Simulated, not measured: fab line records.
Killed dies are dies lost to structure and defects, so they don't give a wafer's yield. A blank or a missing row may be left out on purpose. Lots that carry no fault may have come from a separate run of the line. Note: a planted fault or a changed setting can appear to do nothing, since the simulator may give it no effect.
A sampling plan put to the test	flow gf180mcu	one line in one fab, 57 faults in these records, each fault weighed on the records of the lots it struck
Plan = the line's own looks (route steps where a gauge or an inspection reads the wafer without altering it). A look is open to judgement when struck wafers have a number at it and the file gives its usual mean and standard deviation on fault-free wafers. Caught: the struck wafers' mean, at a look after the fault's first step, is 4 or more of those standard deviations (sigma) away from the usual mean. On the tool: the identical test, applied to the tool's own readings at the steps of the fault. A different recipe on the struck wafers counts as caught too, as does a record blank only for those wafers.

## THE FAULTS, as the simulator had put them in
1. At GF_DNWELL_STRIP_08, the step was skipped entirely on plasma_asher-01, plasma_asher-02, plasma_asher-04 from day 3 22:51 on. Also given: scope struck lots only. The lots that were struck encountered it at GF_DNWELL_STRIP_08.
2. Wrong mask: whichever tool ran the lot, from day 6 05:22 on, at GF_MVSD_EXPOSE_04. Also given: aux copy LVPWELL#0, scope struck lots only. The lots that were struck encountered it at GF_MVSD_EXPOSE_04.
3. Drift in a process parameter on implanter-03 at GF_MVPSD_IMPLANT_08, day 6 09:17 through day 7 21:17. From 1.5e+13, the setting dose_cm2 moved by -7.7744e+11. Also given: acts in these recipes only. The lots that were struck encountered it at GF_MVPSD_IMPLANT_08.
4. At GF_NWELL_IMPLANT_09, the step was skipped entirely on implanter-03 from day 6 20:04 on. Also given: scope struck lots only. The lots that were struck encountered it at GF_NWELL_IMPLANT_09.
5. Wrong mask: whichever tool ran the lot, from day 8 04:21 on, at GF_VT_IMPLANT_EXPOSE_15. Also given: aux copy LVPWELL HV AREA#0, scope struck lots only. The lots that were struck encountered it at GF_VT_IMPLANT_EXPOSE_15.
6. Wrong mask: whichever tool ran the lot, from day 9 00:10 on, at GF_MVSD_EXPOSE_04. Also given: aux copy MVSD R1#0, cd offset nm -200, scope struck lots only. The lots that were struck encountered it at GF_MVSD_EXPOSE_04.
7. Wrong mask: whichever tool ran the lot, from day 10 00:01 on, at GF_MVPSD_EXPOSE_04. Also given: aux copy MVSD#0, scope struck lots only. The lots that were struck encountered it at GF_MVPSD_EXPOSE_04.
8. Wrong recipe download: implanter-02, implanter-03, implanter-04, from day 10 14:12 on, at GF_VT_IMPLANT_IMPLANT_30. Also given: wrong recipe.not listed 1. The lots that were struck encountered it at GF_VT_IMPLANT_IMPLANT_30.
9. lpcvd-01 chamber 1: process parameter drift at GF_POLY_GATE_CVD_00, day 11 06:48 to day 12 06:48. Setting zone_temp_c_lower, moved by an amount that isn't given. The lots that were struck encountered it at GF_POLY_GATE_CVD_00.
10. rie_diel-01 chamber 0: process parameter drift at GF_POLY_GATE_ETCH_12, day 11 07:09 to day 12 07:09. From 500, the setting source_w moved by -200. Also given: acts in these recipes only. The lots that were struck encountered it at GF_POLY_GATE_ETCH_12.
11. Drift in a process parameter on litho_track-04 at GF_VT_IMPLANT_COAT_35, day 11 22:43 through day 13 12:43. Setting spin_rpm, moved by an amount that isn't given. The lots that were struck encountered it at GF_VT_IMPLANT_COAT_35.
12. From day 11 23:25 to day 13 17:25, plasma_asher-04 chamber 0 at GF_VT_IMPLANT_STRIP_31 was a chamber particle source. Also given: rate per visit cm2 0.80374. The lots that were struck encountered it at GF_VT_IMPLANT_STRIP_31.
13. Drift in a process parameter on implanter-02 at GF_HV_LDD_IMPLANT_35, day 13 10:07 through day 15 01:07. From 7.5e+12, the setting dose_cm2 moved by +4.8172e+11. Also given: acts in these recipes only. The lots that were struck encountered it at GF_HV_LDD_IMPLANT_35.
14. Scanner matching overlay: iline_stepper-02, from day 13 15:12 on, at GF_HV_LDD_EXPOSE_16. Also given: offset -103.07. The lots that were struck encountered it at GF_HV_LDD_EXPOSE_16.
15. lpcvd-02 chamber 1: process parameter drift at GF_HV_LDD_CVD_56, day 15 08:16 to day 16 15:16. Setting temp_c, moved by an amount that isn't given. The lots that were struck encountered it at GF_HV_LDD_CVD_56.
16. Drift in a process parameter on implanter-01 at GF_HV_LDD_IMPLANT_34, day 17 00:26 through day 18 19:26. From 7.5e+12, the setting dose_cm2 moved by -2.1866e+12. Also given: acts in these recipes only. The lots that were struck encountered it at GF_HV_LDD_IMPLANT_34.
17. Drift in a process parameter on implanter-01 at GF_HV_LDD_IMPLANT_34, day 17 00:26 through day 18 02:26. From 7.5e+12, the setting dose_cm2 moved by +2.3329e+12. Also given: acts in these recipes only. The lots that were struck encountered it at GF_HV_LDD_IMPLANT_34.
18. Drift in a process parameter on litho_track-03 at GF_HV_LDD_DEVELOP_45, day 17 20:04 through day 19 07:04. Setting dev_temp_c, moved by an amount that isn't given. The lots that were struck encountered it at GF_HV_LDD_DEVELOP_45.
19. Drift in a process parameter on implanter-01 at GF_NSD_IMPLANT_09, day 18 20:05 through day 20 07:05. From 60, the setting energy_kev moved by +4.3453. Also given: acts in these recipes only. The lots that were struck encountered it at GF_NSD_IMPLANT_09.
20. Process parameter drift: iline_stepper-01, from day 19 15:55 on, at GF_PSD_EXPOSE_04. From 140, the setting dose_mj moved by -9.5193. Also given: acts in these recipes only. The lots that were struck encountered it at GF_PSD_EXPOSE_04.
21. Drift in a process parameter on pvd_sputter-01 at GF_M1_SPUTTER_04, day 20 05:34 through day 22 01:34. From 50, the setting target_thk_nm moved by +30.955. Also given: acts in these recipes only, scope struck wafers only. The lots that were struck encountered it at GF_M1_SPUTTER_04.
22. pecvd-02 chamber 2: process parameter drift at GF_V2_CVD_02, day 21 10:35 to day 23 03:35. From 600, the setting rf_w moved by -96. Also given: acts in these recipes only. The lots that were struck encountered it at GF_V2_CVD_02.
23. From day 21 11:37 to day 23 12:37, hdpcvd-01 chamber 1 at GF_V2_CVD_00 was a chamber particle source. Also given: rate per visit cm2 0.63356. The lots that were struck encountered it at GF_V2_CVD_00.
24. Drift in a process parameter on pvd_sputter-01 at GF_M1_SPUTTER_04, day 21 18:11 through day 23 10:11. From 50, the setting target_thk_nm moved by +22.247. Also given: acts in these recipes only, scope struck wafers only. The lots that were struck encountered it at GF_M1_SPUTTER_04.
25. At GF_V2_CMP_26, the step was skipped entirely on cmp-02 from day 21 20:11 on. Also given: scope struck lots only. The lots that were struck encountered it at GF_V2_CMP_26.
26. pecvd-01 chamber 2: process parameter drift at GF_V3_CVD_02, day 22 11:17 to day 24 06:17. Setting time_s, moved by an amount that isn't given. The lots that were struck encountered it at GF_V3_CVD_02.
27. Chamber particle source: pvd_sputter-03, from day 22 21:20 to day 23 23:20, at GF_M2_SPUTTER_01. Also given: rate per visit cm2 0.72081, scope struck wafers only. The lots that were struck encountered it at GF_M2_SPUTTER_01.
28. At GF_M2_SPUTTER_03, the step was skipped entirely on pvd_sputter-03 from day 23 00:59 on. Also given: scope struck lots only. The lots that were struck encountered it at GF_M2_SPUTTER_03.
29. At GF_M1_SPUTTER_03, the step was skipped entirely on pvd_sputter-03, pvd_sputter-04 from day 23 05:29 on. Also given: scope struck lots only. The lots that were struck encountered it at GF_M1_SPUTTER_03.
30. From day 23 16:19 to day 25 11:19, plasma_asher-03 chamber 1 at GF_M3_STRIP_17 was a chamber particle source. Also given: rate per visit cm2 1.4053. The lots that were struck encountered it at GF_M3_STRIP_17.
31. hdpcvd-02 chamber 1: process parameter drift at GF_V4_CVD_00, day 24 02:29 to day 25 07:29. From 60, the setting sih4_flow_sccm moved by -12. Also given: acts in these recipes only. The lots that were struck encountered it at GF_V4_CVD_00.
32. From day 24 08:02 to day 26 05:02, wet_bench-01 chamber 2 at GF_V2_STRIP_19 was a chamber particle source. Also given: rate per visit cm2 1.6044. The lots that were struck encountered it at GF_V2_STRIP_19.
33. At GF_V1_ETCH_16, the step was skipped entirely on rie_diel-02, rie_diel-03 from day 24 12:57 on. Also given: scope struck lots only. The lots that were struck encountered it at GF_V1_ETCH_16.
34. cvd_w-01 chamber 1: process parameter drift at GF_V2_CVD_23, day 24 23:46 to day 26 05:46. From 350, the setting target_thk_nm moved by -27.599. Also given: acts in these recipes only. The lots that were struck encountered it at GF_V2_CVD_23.
35. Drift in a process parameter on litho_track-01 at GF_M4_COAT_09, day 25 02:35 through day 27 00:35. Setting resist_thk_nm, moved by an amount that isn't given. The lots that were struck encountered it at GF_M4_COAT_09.
36. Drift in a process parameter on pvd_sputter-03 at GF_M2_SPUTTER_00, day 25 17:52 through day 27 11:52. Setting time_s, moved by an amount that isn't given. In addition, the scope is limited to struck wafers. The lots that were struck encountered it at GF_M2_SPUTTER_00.
37. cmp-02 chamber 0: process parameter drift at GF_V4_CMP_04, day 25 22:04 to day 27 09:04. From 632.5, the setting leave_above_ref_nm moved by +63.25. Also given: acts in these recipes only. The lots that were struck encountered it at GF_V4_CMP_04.
38. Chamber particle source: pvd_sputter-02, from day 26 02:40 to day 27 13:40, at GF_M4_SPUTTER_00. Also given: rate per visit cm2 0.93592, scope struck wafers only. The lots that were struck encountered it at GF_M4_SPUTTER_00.
39. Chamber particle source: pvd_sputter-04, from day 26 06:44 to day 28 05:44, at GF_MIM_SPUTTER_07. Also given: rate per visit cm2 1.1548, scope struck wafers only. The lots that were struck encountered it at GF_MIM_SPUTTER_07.
40. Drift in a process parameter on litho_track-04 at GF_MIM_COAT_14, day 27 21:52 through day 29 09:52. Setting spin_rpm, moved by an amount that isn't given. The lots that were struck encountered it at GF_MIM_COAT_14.
41. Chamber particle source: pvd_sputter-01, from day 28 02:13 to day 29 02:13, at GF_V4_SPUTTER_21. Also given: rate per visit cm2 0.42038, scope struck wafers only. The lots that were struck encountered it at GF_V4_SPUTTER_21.
42. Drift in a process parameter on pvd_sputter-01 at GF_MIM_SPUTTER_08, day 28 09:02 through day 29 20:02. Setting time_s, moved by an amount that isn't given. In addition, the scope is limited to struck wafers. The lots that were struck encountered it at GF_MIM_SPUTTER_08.
43. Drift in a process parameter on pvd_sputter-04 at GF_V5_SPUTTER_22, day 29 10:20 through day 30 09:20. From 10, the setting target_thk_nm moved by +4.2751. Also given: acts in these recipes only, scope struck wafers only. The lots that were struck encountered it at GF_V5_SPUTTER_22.
44. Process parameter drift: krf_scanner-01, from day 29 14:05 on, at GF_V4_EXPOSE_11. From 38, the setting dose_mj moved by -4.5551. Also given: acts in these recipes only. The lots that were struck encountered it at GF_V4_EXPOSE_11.
45. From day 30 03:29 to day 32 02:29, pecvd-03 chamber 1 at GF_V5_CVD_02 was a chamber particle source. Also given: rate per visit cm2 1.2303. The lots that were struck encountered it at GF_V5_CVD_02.
46. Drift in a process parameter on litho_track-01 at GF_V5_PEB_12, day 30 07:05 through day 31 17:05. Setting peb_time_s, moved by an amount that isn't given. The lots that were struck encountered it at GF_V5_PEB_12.
47. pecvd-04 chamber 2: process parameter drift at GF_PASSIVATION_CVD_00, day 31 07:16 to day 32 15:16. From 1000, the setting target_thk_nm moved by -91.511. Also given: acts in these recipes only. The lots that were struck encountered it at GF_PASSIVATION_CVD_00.
48. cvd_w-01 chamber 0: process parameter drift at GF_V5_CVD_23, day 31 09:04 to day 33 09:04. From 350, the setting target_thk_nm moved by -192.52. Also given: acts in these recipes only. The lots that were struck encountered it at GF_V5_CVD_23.
49. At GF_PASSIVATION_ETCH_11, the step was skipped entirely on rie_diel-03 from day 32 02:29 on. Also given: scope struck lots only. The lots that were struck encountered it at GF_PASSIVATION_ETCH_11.
50. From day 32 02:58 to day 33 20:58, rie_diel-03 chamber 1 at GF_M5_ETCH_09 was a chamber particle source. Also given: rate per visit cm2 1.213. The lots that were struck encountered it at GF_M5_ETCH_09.
51. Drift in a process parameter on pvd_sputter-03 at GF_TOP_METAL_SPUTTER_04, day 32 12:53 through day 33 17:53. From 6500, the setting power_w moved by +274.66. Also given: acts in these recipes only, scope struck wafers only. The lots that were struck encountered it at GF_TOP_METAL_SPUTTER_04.
52. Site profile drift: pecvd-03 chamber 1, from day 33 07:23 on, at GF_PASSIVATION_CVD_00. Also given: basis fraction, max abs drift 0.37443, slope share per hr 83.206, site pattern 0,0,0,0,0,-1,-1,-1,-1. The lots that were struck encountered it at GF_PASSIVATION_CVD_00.
53. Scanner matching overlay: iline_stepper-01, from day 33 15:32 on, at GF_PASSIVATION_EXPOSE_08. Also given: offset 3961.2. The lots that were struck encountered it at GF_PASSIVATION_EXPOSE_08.
54. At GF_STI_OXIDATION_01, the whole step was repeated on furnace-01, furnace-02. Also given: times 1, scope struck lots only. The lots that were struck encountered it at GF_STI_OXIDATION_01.
55. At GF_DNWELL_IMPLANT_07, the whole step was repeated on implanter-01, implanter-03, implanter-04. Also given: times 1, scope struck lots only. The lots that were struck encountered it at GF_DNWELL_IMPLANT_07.
56. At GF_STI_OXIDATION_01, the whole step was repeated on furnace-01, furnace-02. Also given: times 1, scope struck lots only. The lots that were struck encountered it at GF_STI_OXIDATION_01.
57. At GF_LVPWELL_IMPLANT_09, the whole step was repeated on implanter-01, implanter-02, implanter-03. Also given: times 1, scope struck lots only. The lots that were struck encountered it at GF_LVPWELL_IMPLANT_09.

## WHAT THE PLAN SAW
fault	on the tool itself	first look that catches it	reading, sigma	median hours from its first step to that look	hours from the fault's start to the first struck lot there	judged looks passed uncaught
1	the tool's record is blank for the struck wafers	GF_NWELL_TW_MEAS_11	NWELL_TW -99 or beyond	13.8	14	0
2	under 2 sigma	GF_MVSD_TW_MEAS_11	MVSD_TW -99 or beyond	7.9	14	0
3	dose_ions_cm2 -52 sigma	GF_VT_IMPLANT_RS_MEAS_49	MVPSD_RS +10	65.6	71	1
4	the tool's record is blank for the struck wafers	GF_NWELL_TW_MEAS_11	NWELL_TW -6.3	0.2	2	0
5	no reading that can be judged	GF_VT_IMPLANT_TW_MEAS_21	VT_IMPLANT_2_TW -99 or beyond	8.2	15	0
6	under 2 sigma	not the one look that can be judged after it	-	-	-	1
7	under 2 sigma	GF_MVPSD_TW_MEAS_11	MVPSD_TW -99 or beyond	9.0	12	0
8	no reading that can be judged	GF_VT_IMPLANT_TW_MEAS_32	VT_IMPLANT_3_TW +91	0.2	3	0
9	spike_tc_lower_C +52 sigma	not the one look that can be judged after it	strongest: POLY_GATE_CVD_00_THK at GF_POLY_GATE_THK_MEAS_01, +2.9	-	-	1
10	rf_fwd_power_W -99 or beyond sigma	none of the 4 looks that can be judged after it	strongest: cd_nm at GF_POLY_GATE_CD_MEAS_18, +3.4	-	-	4
11	spin_speed_rpm +31 sigma	no look after it can be judged	-	-	-	0
12	under 2 sigma	not the one look that can be judged after it	-	-	-	1
13	dose_ions_cm2 +51 sigma	no look after it can be judged	-	-	-	0
14	no reading that can be judged	GF_HV_LDD_OVL_MEAS_20	HV_LDD_01_OVL -65	10.3	16	0
15	susceptor_temp_C +8.9 sigma	GF_HV_LDD_THK_MEAS_57	HV_LDD_CVD_56_THK +4.4	1.4	10	0
16	dose_ions_cm2 -99 or beyond sigma	GF_HV_LDD_RS_MEAS_53	HV_LDD_RS +7.7	24.4	28	1
17	dose_ions_cm2 +99 or beyond sigma	GF_HV_LDD_RS_MEAS_53	HV_LDD_RS -7.0	24.4	28	2
18	developer_temp_C +6.3 sigma	not the one look that can be judged after it	strongest: cd_nm at GF_HV_LDD_CD_MEAS_46, -2.0	-	-	1
19	beam_energy_keV +99 or beyond sigma	GF_PSD_RS_MEAS_14	NSD_RS -15	25.3	29	1
20	exposure_dose_mJ_cm2 -60 sigma	GF_PSD_CD_MEAS_07	cd_nm -7.1	11.7	16	0
21	under 2 sigma	GF_M1_THK_MEAS_06	M1_ALCU_THK -5.6	0.2	11	0
22	rf_fwd_power_W -45 sigma	not the one look that can be judged after it	strongest: V2_CVD_02_THK at GF_V2_THK_MEAS_03, -3.1	-	-	1
23	no reading that can be judged	no look after it can be judged	-	-	-	0
24	only faintly: chamber_pressure_pa +2.3 sigma	GF_M1_THK_MEAS_06	M1_ALCU_THK -4.1	11.3	39	1
25	the tool's record is blank for the struck wafers	no look after it can be judged	-	-	-	0
26	run_length_s -32 sigma	GF_V3_THK_MEAS_03	V3_CVD_02_THK -15	0.1	2	0
27	under 2 sigma	none of the 2 looks that can be judged after it	-	-	-	2
28	the tool's record is blank for the struck wafers	no look after it can be judged	-	-	-	0
29	the tool's record is blank for the struck wafers	no look after it can be judged	-	-	-	0
30	under 2 sigma	no look after it can be judged	-	-	-	0
31	sih4_flow_sccm -75 sigma	GF_V4_THK_MEAS_01	V4_CVD_00_THK -23	0.1	11	0
32	no reading that can be judged	not the one look that can be judged after it	-	-	-	1
33	the tool's record is blank for the struck wafers	no look after it can be judged	-	-	-	0
34	under 2 sigma	GF_V2_RS_MEAS_24	V2_W_RS +8.6	0.1	6	0
35	no reading that can be judged	no look after it can be judged	-	-	-	0
36	under 2 sigma	no look after it can be judged	-	-	-	0
37	time_to_endpoint_s -4.2 sigma	no look after it can be judged	-	-	-	0
38	under 2 sigma	none of the 2 looks that can be judged after it	-	-	-	2
39	under 2 sigma	no look after it can be judged	-	-	-	0
40	spin_speed_rpm +73 sigma	no look after it can be judged	-	-	-	0
41	under 2 sigma	no look after it can be judged	-	-	-	0
42	under 2 sigma	GF_MIM_RS_MEAS_10	MIM_ALCU_RS +15	0.1	14	0
43	under 2 sigma	no look after it can be judged	-	-	-	0
44	exposure_dose_mJ_cm2 -99 or beyond sigma	GF_V4_CD_MEAS_14	cd_nm -13	9.2	14	0
45	under 2 sigma	no look after it can be judged	-	-	-	0
46	heater_power_total_W +33 sigma	none of the 2 looks that can be judged after it	-	-	-	2
47	under 2 sigma	GF_PASSIVATION_THK_MEAS_01	PASSIVATION_CVD_00_THK -7.1	0.1	6	0
48	under 2 sigma	GF_V5_RS_MEAS_24	V5_W_RS +99 or beyond	0.1	1	0
49	the tool's record is blank for the struck wafers	no look after it can be judged	-	-	-	0
50	under 2 sigma	not the one look that can be judged after it	-	-	-	1
51	cathode_dc_power_W +99 or beyond sigma	none of the 4 looks that can be judged after it	-	-	-	4
52	under 2 sigma	GF_PASSIVATION_THK_MEAS_01	PASSIVATION_CVD_00_THK -13	0.1	1	0
53	under 2 sigma	no look after it can be judged	-	-	-	0
54	under 2 sigma	GF_STI_THK_MEAS_02	STI_OXIDATION_THK +35	4.4	-	0
55	under 2 sigma	GF_DNWELL_TW_MEAS_09	DNWELL_TW +26	0.6	-	0
56	under 2 sigma	GF_STI_THK_MEAS_02	STI_OXIDATION_THK +35	3.4	-	0
57	no reading that can be judged	GF_LVPWELL_TW_MEAS_11	LVPWELL_TW +6.6	0.6	-	0
Dash: fault not caught, or number not given in these records.

Caught at a look: 27 of 57. Caught on the tool: 26 of 57. By one or the other: 42 of 57.
On the tool alone, faults 9, 10, 11, 13, 18, 22, 25, 28, 29, 33, 37, 40, 46, 49, 51 were caught.
Caught at a look alone: faults 2, 5, 7, 8, 14, 21, 24, 34, 42, 47, 48, 52, 54, 55, 56, 57.
Caught by neither: faults 6, 12, 23, 27, 30, 32, 35, 36, 38, 39, 41, 43, 45, 50, 53.

## THINNER SAMPLING
If the look that catches a fault measured only every second or every third lot, by lot number, the first struck lot would be measured this late in the worst case:
fault	struck lots at that look, in order of time	every lot	every second lot	every third lot
1	L469, L470, L471	14 h	20 h	22 h
2	L271	14 h	may miss it	may miss it
3	L918, L919	71 h	72 h	may miss all 2
4	L733, L734	2 h	8 h	may miss all 2
5	L723	15 h	may miss it	may miss it
7	L156	12 h	may miss it	may miss it
8	L541, L542	3 h	10 h	may miss all 2
14	L222, L223	16 h	23 h	may miss all 2
15	L629, L632	10 h	29 h	may miss all 2
16	L494, L495	28 h	37 h	may miss all 2
17	L621, L622	28 h	37 h	may miss all 2
19	L632, L633	29 h	36 h	may miss all 2
20	L357, L361	16 h	may miss all 2	may miss all 2
21	L523, L525	11 h	may miss all 2	may miss all 2
24	L385	39 h	may miss it	may miss it
26	L608, L609	2 h	17 h	may miss all 2
31	L831, L833	11 h	may miss all 2	may miss all 2
34	L691, L694	6 h	25 h	may miss all 2
42	L621	14 h	may miss it	may miss it
44	L616, L619	14 h	31 h	may miss all 2
47	L479, L481	6 h	may miss all 2	may miss all 2
48	L400, L401	1 h	11 h	may miss all 2
52	L163, L167	1 h	may miss all 2	may miss all 2
Hours are from the fault's start to the first struck lot that is measured. 4 sigma limit: tested on the pooled struck wafers, so a lone lot may be under it. Other struck lots may not be in these records.

## THE LONGEST TIMED WAY FROM STEP TO LOOK
For fault 3, GF_MVPSD_IMPLANT_08 and GF_VT_IMPLANT_RS_MEAS_49 are separated by a median of 65.6 hours. The look between them that can be judged stayed within 4 sigma: GF_VT_IMPLANT_OVL_MEAS_07.
